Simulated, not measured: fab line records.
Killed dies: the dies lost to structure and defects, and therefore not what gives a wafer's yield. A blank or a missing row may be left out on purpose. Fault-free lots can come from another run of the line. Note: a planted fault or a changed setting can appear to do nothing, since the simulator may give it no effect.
Which of the tools did it? :: flow gf180mcu :: 14 lots with 42 wafers sampled at 6 steps, on a route of 602 steps

== WHAT THE GAUGES READ, wafer by wafer ==
GF_NWELL_TW_MEAS_11.
lot: L826
measured: day 3 09:11
on: filmMetro-02
NWELL_TW: 1594 1595 1592

lot: L827
measured: day 3 14:45
on: filmMetro-02
NWELL_TW: 1592 1596 1597

lot: L828
measured: day 4 00:44
on: filmMetro-03
NWELL_TW: 1579 1574 1573

lot: L830
measured: day 4 13:43
on: filmMetro-04
NWELL_TW: 1619 1614 1612

lot: L832
measured: day 4 18:11
on: filmMetro-03
NWELL_TW: 1569 1579 1572

lot: L833
measured: day 5 07:38
on: filmMetro-03
NWELL_TW: 1580 1578 1580

lot: L834
measured: day 5 07:59
on: filmMetro-03
NWELL_TW: 1572 1572 1558

lot: L835
measured: day 5 11:51
on: filmMetro-02
NWELL_TW: 1582 1583 1585

lot: L836
measured: day 5 16:26
on: filmMetro-03
NWELL_TW: 1568 1579 1572

lot: L838
measured: day 6 04:17
on: filmMetro-02
NWELL_TW: 1580 1580 1576

lot: L841
measured: day 6 17:32
on: filmMetro-03
NWELL_TW: 1557 1551 1555

lot: L842
measured: day 6 22:46
on: filmMetro-02
NWELL_TW: 1501 1499 1499

lot: L843
measured: day 7 04:59
on: filmMetro-04
NWELL_TW: 1530 1533 1520

lot: L849
measured: day 8 14:20
on: filmMetro-04
NWELL_TW: 1609 1615 1613

GF_VT_IMPLANT_RS_MEAS_47: uses a four-point probe to measure.
lot: L826
measured: day 7 15:49
on: filmMetro-03
NWELL_RS (ohm/sq): 486.3 486.5 487.5

lot: L827
measured: day 7 21:55
on: filmMetro-04
NWELL_RS (ohm/sq): 486.8 486.9 487.6

lot: L828
measured: day 8 11:41
on: filmMetro-04
NWELL_RS (ohm/sq): 488.2 487.6 488.6

lot: L830
measured: day 9 01:59
on: filmMetro-03
NWELL_RS (ohm/sq): 487.5 487.2 486.7

lot: L832
measured: day 9 09:08
on: filmMetro-03
NWELL_RS (ohm/sq): 486.7 487.2 488.7

lot: L833
measured: day 10 00:39
on: filmMetro-04
NWELL_RS (ohm/sq): 486.5 487.1 486.9

lot: L834
measured: day 10 01:14
on: filmMetro-03
NWELL_RS (ohm/sq): 488.3 487.3 487.6

lot: L835
measured: day 10 04:52
on: filmMetro-04
NWELL_RS (ohm/sq): 488.0 486.8 487.3

lot: L836
measured: day 10 10:50
on: filmMetro-04
NWELL_RS (ohm/sq): 488.5 488.4 489.6

lot: L838
measured: day 11 02:13
on: filmMetro-04
NWELL_RS (ohm/sq): 489.1 487.3 488.5

lot: L841
measured: day 11 18:10
on: filmMetro-03
NWELL_RS (ohm/sq): 490.0 488.6 490.9

lot: L842
measured: day 12 01:16
on: filmMetro-03
NWELL_RS (ohm/sq): - - -

lot: L843
measured: day 12 08:01
on: filmMetro-04
NWELL_RS (ohm/sq): - - -

lot: L849
measured: day 13 14:17
on: filmMetro-03
NWELL_RS (ohm/sq): 486.5 485.9 486.6

GF_M1_OVL_MEAS_15.
lot: L826
measured: day 16 10:28
on: overlay-01
M1_OVL (nm): 1 1 9

lot: L827
measured: day 16 17:28
on: overlay-02
M1_OVL (nm): -1 -6 5

lot: L828
measured: day 17 21:16
on: overlay-02
M1_OVL (nm): -8 -7 -3

lot: L830
measured: day 18 08:31
on: overlay-01
M1_OVL (nm): -9 -4 1

lot: L832
measured: day 18 22:19
on: overlay-02
M1_OVL (nm): -4 -3 -1

lot: L833
measured: day 19 17:04
on: overlay-02
M1_OVL (nm): 1 -1 1

lot: L834
measured: day 19 20:19
on: overlay-02
M1_OVL (nm): -3 -8 -2

lot: L835
measured: day 19 21:32
on: overlay-02
M1_OVL (nm): -11 -1 -8

lot: L836
measured: day 20 00:28
on: overlay-01
M1_OVL (nm): 7 3 1

lot: L838
measured: day 20 19:46
on: overlay-01
M1_OVL (nm): -1 -4 0

lot: L841
measured: day 22 04:11
on: overlay-01
M1_OVL (nm): 6 10 7

lot: L849
measured: day 24 21:11
on: overlay-02
M1_OVL (nm): 2 1 0

GF_V1_RS_MEAS_24: uses a four-point probe to measure.
lot: L826
measured: day 17 11:15
on: filmMetro-03
V1_W_RS (ohm/sq): 0.324 0.326 0.326

lot: L827
measured: day 17 17:54
on: filmMetro-04
V1_W_RS (ohm/sq): 0.327 0.329 0.327

lot: L828
measured: day 18 23:52
on: filmMetro-01
V1_W_RS (ohm/sq): 0.326 0.330 0.325

lot: L830
measured: day 19 10:43
on: filmMetro-01
V1_W_RS (ohm/sq): 0.329 0.327 0.326

lot: L832
measured: day 19 23:31
on: filmMetro-03
V1_W_RS (ohm/sq): 0.324 0.321 0.324

lot: L833
measured: day 20 17:13
on: filmMetro-01
V1_W_RS (ohm/sq): 0.326 0.329 0.324

lot: L834
measured: day 20 21:58
on: filmMetro-01
V1_W_RS (ohm/sq): 0.326 0.325 0.324

lot: L835
measured: day 20 23:02
on: filmMetro-03
V1_W_RS (ohm/sq): 0.319 0.318 0.321

lot: L836
measured: day 21 01:59
on: filmMetro-01
V1_W_RS (ohm/sq): 0.321 0.322 0.326

lot: L838
measured: day 21 21:43
on: filmMetro-01
V1_W_RS (ohm/sq): 0.327 0.329 0.330

lot: L841
measured: day 23 06:34
on: filmMetro-04
V1_W_RS (ohm/sq): 0.329 0.324 0.326

lot: L849
measured: day 25 21:34
on: filmMetro-03
V1_W_RS (ohm/sq): 0.329 0.327 0.323

GF_M3_CD_MEAS_14: the cd target is 280 nm.
lot: L826
measured: day 20 11:20
on: cdSem-02
cdNm (nm): 280.1 279.4 279.6

lot: L827
measured: day 20 19:59
on: cdSem-02
cdNm (nm): 279.9 279.2 278.8

lot: L828
measured: day 22 04:26
on: cdSem-02
cdNm (nm): 281.9 281.4 282.1

lot: L830
measured: day 22 13:13
on: cdSem-01
cdNm (nm): 281.1 280.0 280.3

lot: L832
measured: day 23 03:46
on: cdSem-02
cdNm (nm): 281.3 280.4 281.5

lot: L833
measured: day 23 21:25
on: cdSem-02
cdNm (nm): 280.9 280.7 280.9

lot: L834
measured: day 24 01:06
on: cdSem-01
cdNm (nm): 278.1 279.4 279.3

lot: L835
measured: day 24 02:23
on: cdSem-02
cdNm (nm): 278.7 279.2 279.9

lot: L836
measured: day 24 05:13
on: cdSem-02
cdNm (nm): 279.4 278.2 280.0

lot: L838
measured: day 24 23:59
on: cdSem-02
cdNm (nm): 279.3 277.5 277.9

lot: L841
measured: day 26 05:35
on: cdSem-02
cdNm (nm): 279.3 279.7 278.7

lot: L849
measured: day 28 14:37
on: cdSem-02
cdNm (nm): 279.6 280.1 280.4

== EACH LOT AND THE TOOL THAT RAN IT (in order: tool; ch and the chambers of the sampled wafers; start) ==
lot: L826
GF_NWELL_IMPLANT_09: implanter-04 ch 0, day 3 08:56

lot: L827
GF_NWELL_IMPLANT_09: implanter-04 ch 0, day 3 14:30

lot: L828
GF_NWELL_IMPLANT_09: implanter-01 ch 0, day 4 00:31

lot: L830
GF_NWELL_IMPLANT_09: implanter-04 ch 0, day 4 13:28

lot: L832
GF_NWELL_IMPLANT_09: implanter-02 ch 0, day 4 17:58

lot: L833
GF_NWELL_IMPLANT_09: implanter-04 ch 0, day 5 07:25

lot: L834
GF_NWELL_IMPLANT_09: implanter-01 ch 0, day 5 07:44

lot: L835
GF_NWELL_IMPLANT_09: implanter-04 ch 0, day 5 11:36

lot: L836
GF_NWELL_IMPLANT_09: implanter-02 ch 0, day 5 16:13

lot: L838
GF_NWELL_IMPLANT_09: implanter-04 ch 0, day 6 04:02

lot: L841
GF_NWELL_IMPLANT_09: implanter-04 ch 0, day 6 17:17

lot: L842
GF_NWELL_IMPLANT_09: implanter-02, day 6 22:34

lot: L843
GF_NWELL_IMPLANT_09: implanter-04, day 7 04:46

lot: L849
GF_NWELL_IMPLANT_09: implanter-02 ch 0, day 8 14:06
- GF_NWELL_IMPLANT_09

== AS READ BY THE TOOLS THEMSELVES (means over the sampled wafers that have a number; for cases with no such wafer, the mark the record gives instead) ==
GF_NWELL_IMPLANT_09.
lot: L826
tool: implanter-04
beamEnergyKeV: 159.99
beamOnS (s): 9.88
tiltDeg (degrees): -0.006

lot: L827
tool: implanter-04
beamEnergyKeV: 160.03
beamOnS (s): 9.97
tiltDeg (degrees): 0.027

lot: L828
tool: implanter-01
beamEnergyKeV: 160.00
beamOnS (s): 9.88
tiltDeg (degrees): -0.038

lot: L830
tool: implanter-04
beamEnergyKeV: 160.02
beamOnS (s): 9.96
tiltDeg (degrees): -0.008

lot: L832
tool: implanter-02
beamEnergyKeV: 160.03
beamOnS (s): 9.91
tiltDeg (degrees): 0.013

lot: L833
tool: implanter-04
beamEnergyKeV: 160.05
beamOnS (s): 9.95
tiltDeg (degrees): -0.004

lot: L834
tool: implanter-01
beamEnergyKeV: 160.00
beamOnS (s): 9.94
tiltDeg (degrees): 0.002

lot: L835
tool: implanter-04
beamEnergyKeV: 160.01
beamOnS (s): 10.19
tiltDeg (degrees): 0.001

lot: L836
tool: implanter-02
beamEnergyKeV: 159.97
beamOnS (s): 10.03
tiltDeg (degrees): -0.015

lot: L838
tool: implanter-04
beamEnergyKeV: 160.02
beamOnS (s): 9.86
tiltDeg (degrees): -0.015

lot: L841
tool: implanter-04
beamEnergyKeV: 160.02
beamOnS (s): 9.93
tiltDeg (degrees): -0.032

lot: L842
tool: implanter-02
beamEnergyKeV: -
beamOnS (s): -
tiltDeg (degrees): -

lot: L843
tool: implanter-04
beamEnergyKeV: -
beamOnS (s): -
tiltDeg (degrees): -

lot: L849
tool: implanter-02
beamEnergyKeV: 160.02
beamOnS (s): 9.84
tiltDeg (degrees): -0.017

== THE ANSWER, worked out from the rows above alone ==
Rule: usual is defined by the lots themselves. The widest of any qualifying gaps counts: lots, ordered by their means at a reading, are off when they make up no more than a third of the lots, leave a main group of 4 or more, and stand apart from it by 3 or more times the standard deviation of that group's means. A main group is skipped when, at the precision printed for the reading in the tables above, its means are all equal. Also off: a lot with no number at a reading for which 4 or more lots have one. Where the step has rows for the other lots, those lots are counted as sound. Order of review: gauges by route order, followed by the tools' own readings, for which a lot's mean as printed above is used. At the first step where some lot is off, the reading lying furthest off is the one used; lots without a number count as furthest.
Off: L842, L843, seen at GF_VT_IMPLANT_RS_MEAS_47 (NWELL_RS). Without a number there: L842, L843. For the main group the mean is 487.7 ohm/sq and the standard deviation 0.94.
A tool fits if, at a process step before that reading, it ran every lot that is off, and no sound lot after the first of them. Not tried: the gauges at GF_VT_IMPLANT_RS_MEAS_47; whatever is off there is also off at GF_NWELL_IMPLANT_09, on other tools, and gauge error can't account for it. None of those tried fits.

== WHAT THE SIMULATOR HAD INSERTED ==
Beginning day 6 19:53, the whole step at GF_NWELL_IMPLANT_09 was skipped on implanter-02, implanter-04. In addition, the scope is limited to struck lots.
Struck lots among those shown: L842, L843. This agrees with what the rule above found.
